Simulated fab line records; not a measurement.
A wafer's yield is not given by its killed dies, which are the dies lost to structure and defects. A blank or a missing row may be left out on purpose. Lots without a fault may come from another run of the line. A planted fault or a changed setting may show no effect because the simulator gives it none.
Which of the tools did it? ; flow gf180mcu ; Sampling: 24 lots, 72 wafers, 6 of 602 route steps

## WHAT THE GAUGES SHOWED, per wafer
GF_SALICIDE_THK_MEAS_05: measures by xrf.
lot;measured;on;SALICIDE_TIN_THK (nm)
L074;day 15 03:08;film-metro-02;19.41 19.32 19.53
L075;day 15 07:13;film-metro-01;19.96 19.76 19.85
L076;day 15 17:10;film-metro-01;19.54 19.60 19.59
L077;day 16 01:05;film-metro-02;19.75 19.75 19.71
L078;day 16 12:05;film-metro-02;20.25 20.15 20.12
L079;day 17 03:08;film-metro-03;19.94 20.00 20.01
L080;day 17 09:45;film-metro-01;19.79 19.45 19.73
L081;day 17 20:50;film-metro-01;19.28 19.95 19.79
L082;day 18 02:21;film-metro-02;19.46 19.87 19.44
L083;day 18 08:37;film-metro-02;19.58 19.90 19.52
L084;day 18 23:46;film-metro-02;19.45 19.56 19.64
L085;day 19 16:25;film-metro-01;19.80 19.55 19.61
L086;day 20 04:45;film-metro-01;19.82 19.73 19.59
L087;day 20 08:25;film-metro-03;20.08 20.07 20.17
L088;day 20 12:59;film-metro-01;20.09 19.60 19.98
L089;day 20 23:28;film-metro-02;19.40 19.39 19.28
L090;day 21 03:31;film-metro-03;20.02 19.90 19.57
L091;day 21 15:45;film-metro-02;19.99 19.95 19.84
L092;day 21 20:02;film-metro-01;19.83 19.67 19.66
L093;day 21 20:55;film-metro-01;19.75 19.62 19.79
L094;day 22 05:35;film-metro-02;19.39 19.74 19.66
L095;day 22 10:47;film-metro-02;19.62 19.97 19.54
L096;day 22 21:17;film-metro-02;19.93 19.79 19.96
L097;day 23 02:51;film-metro-03;19.99 20.16 20.08

GF_CONTACT_THK_MEAS_01.
lot;measured;on;CONTACT_CVD_00_THK (nm)
L074;day 15 03:33;film-metro-01;300.6 302.5 299.6
L075;day 15 07:37;film-metro-01;302.9 297.8 299.2
L076;day 15 17:34;film-metro-01;298.5 295.8 295.8
L077;day 16 01:30;film-metro-01;298.1 300.2 302.0
L078;day 16 12:31;film-metro-01;297.9 298.1 295.4
L079;day 17 03:38;film-metro-03;298.4 300.9 298.3
L080;day 17 10:09;film-metro-01;296.7 295.5 298.1
L081;day 17 21:14;film-metro-01;296.1 295.8 296.2
L082;day 18 02:46;film-metro-03;298.6 293.1 297.1
L083;day 18 09:01;film-metro-03;296.7 298.0 298.8
L084;day 19 00:16;film-metro-03;288.8 300.1 290.2
L085;day 19 16:49;film-metro-04;299.8 304.4 300.2
L086;day 20 05:10;film-metro-03;305.0 298.6 299.0
L087;day 20 08:49;film-metro-01;300.4 302.4 300.7
L088;day 20 13:23;film-metro-01;296.8 299.8 298.1
L089;day 20 23:53;film-metro-03;301.8 299.5 298.2
L090;day 21 03:55;film-metro-04;295.7 290.9 299.5
L091;day 21 16:09;film-metro-01;297.0 294.8 300.0
L092;day 21 20:26;film-metro-01;302.3 301.1 299.6
L093;day 21 21:19;film-metro-04;298.0 295.4 296.5
L094;day 22 05:59;film-metro-01;301.6 298.1 295.0
L095;day 22 11:11;film-metro-03;295.7 295.3 298.4
L096;day 22 21:41;film-metro-04;300.1 301.9 301.1
L097;day 23 03:16;film-metro-04;300.6 299.9 296.9

GF_V2_THK_MEAS_01.
lot;measured;on;V2_CVD_00_THK (nm)
L074;day 19 04:16;film-metro-03;597 593 603
L075;day 19 08:56;film-metro-01;592 601 594
L076;day 19 20:20;film-metro-04;602 611 607
L077;day 20 03:38;film-metro-03;602 607 602
L078;day 20 15:25;film-metro-03;616 615 617
L079;day 21 08:43;film-metro-03;600 600 597
L080;day 21 15:40;film-metro-03;606 605 604
L081;day 22 01:52;film-metro-04;603 604 608
L082;day 22 07:43;film-metro-03;599 595 605
L083;day 22 15:19;film-metro-01;589 594 600
L084;day 23 03:47;film-metro-04;608 605 598
L085;day 23 20:15;film-metro-03;591 600 598
L086;day 24 09:05;film-metro-01;592 597 592
L087;day 24 11:54;film-metro-04;591 596 601
L088;day 24 15:02;film-metro-01;597 599 603
L089;day 25 01:07;film-metro-03;593 600 603
L090;day 25 04:23;film-metro-03;590 598 592
L091;day 25 15:14;film-metro-03;594 615 602
L092;day 25 19:43;film-metro-03;599 604 596
L093;day 25 21:34;film-metro-01;601 599 590
L094;day 26 04:56;film-metro-03;606 594 597
L095;day 26 09:15;film-metro-04;600 600 595
L096;day 26 19:01;film-metro-04;600 596 611
L097;day 26 23:27;film-metro-01;595 597 594

GF_V2_CD_MEAS_14: target cd 260 nm.
lot;measured;on;cd-nm (nm)
L074;day 20 04:23;cd-sem-01;258.8 259.5 259.8
L075;day 20 09:22;cd-sem-01;259.5 260.2 259.8
L076;day 20 21:29;cd-sem-02;259.0 260.8 259.5
L077;day 21 04:17;cd-sem-02;261.5 261.5 261.1
L078;day 21 15:43;cd-sem-01;260.7 260.9 261.6
L079;day 22 08:38;cd-sem-02;260.6 260.5 259.8
L080;day 22 15:27;cd-sem-01;263.1 262.7 263.1
L081;day 23 01:49;cd-sem-01;260.0 260.9 259.9
L082;day 23 07:10;cd-sem-02;259.8 259.0 259.9
L083;day 23 14:15;cd-sem-01;258.6 258.7 259.2
L084;day 24 02:57;cd-sem-02;260.2 258.4 259.4
L085;day 24 18:39;cd-sem-02;259.8 259.8 259.0
L086;day 25 06:55;cd-sem-01;259.6 259.7 260.4
L087;day 25 10:23;cd-sem-02;257.9 256.9 257.0
L088;day 25 13:13;cd-sem-01;261.5 260.4 260.6
L089;day 25 23:18;cd-sem-02;257.8 257.5 258.5
L090;day 26 02:05;cd-sem-02;259.8 260.4 258.9
L091;day 26 12:26;cd-sem-01;259.6 260.2 258.7
L092;day 26 17:20;cd-sem-01;259.7 258.4 258.1
L093;day 26 19:41;cd-sem-02;261.9 262.5 262.0
L094;day 27 02:11;cd-sem-02;260.8 260.7 260.4
L095;day 27 06:58;cd-sem-01;258.3 260.1 259.1
L096;day 27 15:53;cd-sem-02;259.1 258.3 258.2
L097;day 27 20:02;cd-sem-01;261.7 262.6 262.1

GF_TOP_METAL_OVL_MEAS_15.
lot;measured;on;TOP_METAL_OVL (nm)
L074;day 28 00:43;overlay-02;-0.9 0.8 -1.6
L075;day 28 03:31;overlay-01;-0.5 -0.9 -1.7
L076;day 28 14:28;overlay-02;0.5 -0.9 -0.9
L077;day 28 19:40;overlay-02;1.0 0.2 0.7
L078;day 29 06:07;overlay-01;-1.9 -2.3 -1.0
L079;day 29 20:50;overlay-01;-3.0 -1.3 -2.4
L080;day 30 03:01;overlay-02;-0.9 0.3 -0.3
L081;day 30 07:34;overlay-02;-1.1 -0.7 -1.3
L082;day 30 14:29;overlay-01;-0.2 -0.1 1.8
L083;day 30 17:46;overlay-01;1.3 0.3 1.7
L084;day 31 05:36;overlay-02;0.2 0.2 -0.4
L085;day 31 16:27;overlay-01;-1.8 -1.5 -2.5
L086;day 32 05:04;overlay-01;-0.6 -0.7 0.1
L087;day 32 07:04;overlay-01;-0.5 -0.1 -0.5
L088;day 32 08:17;overlay-01;-3.4 -3.1 -1.7
L089;day 32 16:58;overlay-01;-1.4 -0.1 -1.9
L090;day 32 19:00;overlay-02;0.3 -1.3 -0.4
L091;day 33 03:08;overlay-02;-1.5 -1.1 -0.7
L092;day 33 06:46;overlay-02;-3.7 -2.7 -2.7
L093;day 33 08:25;overlay-01;-1.6 0.6 -2.3
L094;day 33 14:00;overlay-02;0.6 -0.5 0.1
L095;day 33 17:38;overlay-01;-1.7 -0.7 -1.2
L096;day 34 00:19;overlay-02;-1.1 -1.2 -0.4
L097;day 34 04:16;overlay-02;0.2 0.3 1.2

## EACH LOT AND THE TOOL THAT RAN IT (in order: tool; ch and the chambers of the sampled wafers; start)
lot;GF_M3_SPUTTER_01
L074;pvd-sputter-04, day 20 06:02
L075;pvd-sputter-02, day 20 10:58
L076;pvd-sputter-02, day 20 23:10
L077;pvd-sputter-02, day 21 05:52
L078;pvd-sputter-02, day 21 17:19
L079;pvd-sputter-01, day 22 10:12
L080;pvd-sputter-04, day 22 17:00
L081;pvd-sputter-02, day 23 03:27
L082;pvd-sputter-04, day 23 08:47
L083;pvd-sputter-02, day 23 15:57
L084;pvd-sputter-04, day 24 04:43
L085;pvd-sputter-02, day 24 20:16
L086;pvd-sputter-02, day 25 08:28
L087;pvd-sputter-04, day 25 11:59
L088;pvd-sputter-02, day 25 14:50
L089;pvd-sputter-02, day 26 00:56
L090;pvd-sputter-02, day 26 03:42
L091;pvd-sputter-01, day 26 14:17
L092;pvd-sputter-04, day 26 18:59
L093;pvd-sputter-02, day 26 21:17
L094;pvd-sputter-02, day 27 03:52
L095;pvd-sputter-04, day 27 08:33
L096;pvd-sputter-01, day 27 17:28
L097;pvd-sputter-01, day 27 21:37
- GF_M3_SPUTTER_01: material TiN, target thk 30 nm, time 25 s.

## AS READ BY THE TOOLS THEMSELVES (means over the sampled wafers that have a number; for cases with no such wafer, the mark the record gives instead)
GF_M3_SPUTTER_01.
lot;tool;throttle-valve-pct (%)
L074;pvd-sputter-04;30.2
L075;pvd-sputter-02;31.1
L076;pvd-sputter-02;29.4
L077;pvd-sputter-02;29.4
L078;pvd-sputter-02;30.2
L079;pvd-sputter-01;30.1
L080;pvd-sputter-04;30.3
L081;pvd-sputter-02;31.3
L082;pvd-sputter-04;30.3
L083;pvd-sputter-02;31.0
L084;pvd-sputter-04;30.1
L085;pvd-sputter-02;30.0
L086;pvd-sputter-02;30.2
L087;pvd-sputter-04;29.7
L088;pvd-sputter-02;31.4
L089;pvd-sputter-02;29.8
L090;pvd-sputter-02;30.5
L091;pvd-sputter-01;30.4
L092;pvd-sputter-04;29.7
L093;pvd-sputter-02;30.9
L094;pvd-sputter-02;29.8
L095;pvd-sputter-04;30.6
L096;pvd-sputter-01;29.0
L097;pvd-sputter-01;30.3

## THE ANSWER, worked out from the rows above alone
Rule: usual is defined by the lots themselves. The widest of any qualifying gaps counts: lots, ordered by their means at a reading, are off when they make up no more than a third of the lots, leave a main group of 4 or more, and stand apart from it by 3 or more times the standard deviation of that group's means. A main group whose means are all the same, to the digits that the tables above print for the reading, isn't used. A lot without any number at a reading at which 4 lots or more have one is off too. The other lots that the step has rows for count as sound. After the gauges, taken in route order, come the tools' own readings; for these a lot's mean is taken, as printed above. The first step at which some lot is off is used, and at that step the reading that is off furthest; a lot without a number counts as furthest.
None of the lots is off at any reading shown; this tells nothing.

## WHAT WAS PUT IN BY THE SIMULATOR
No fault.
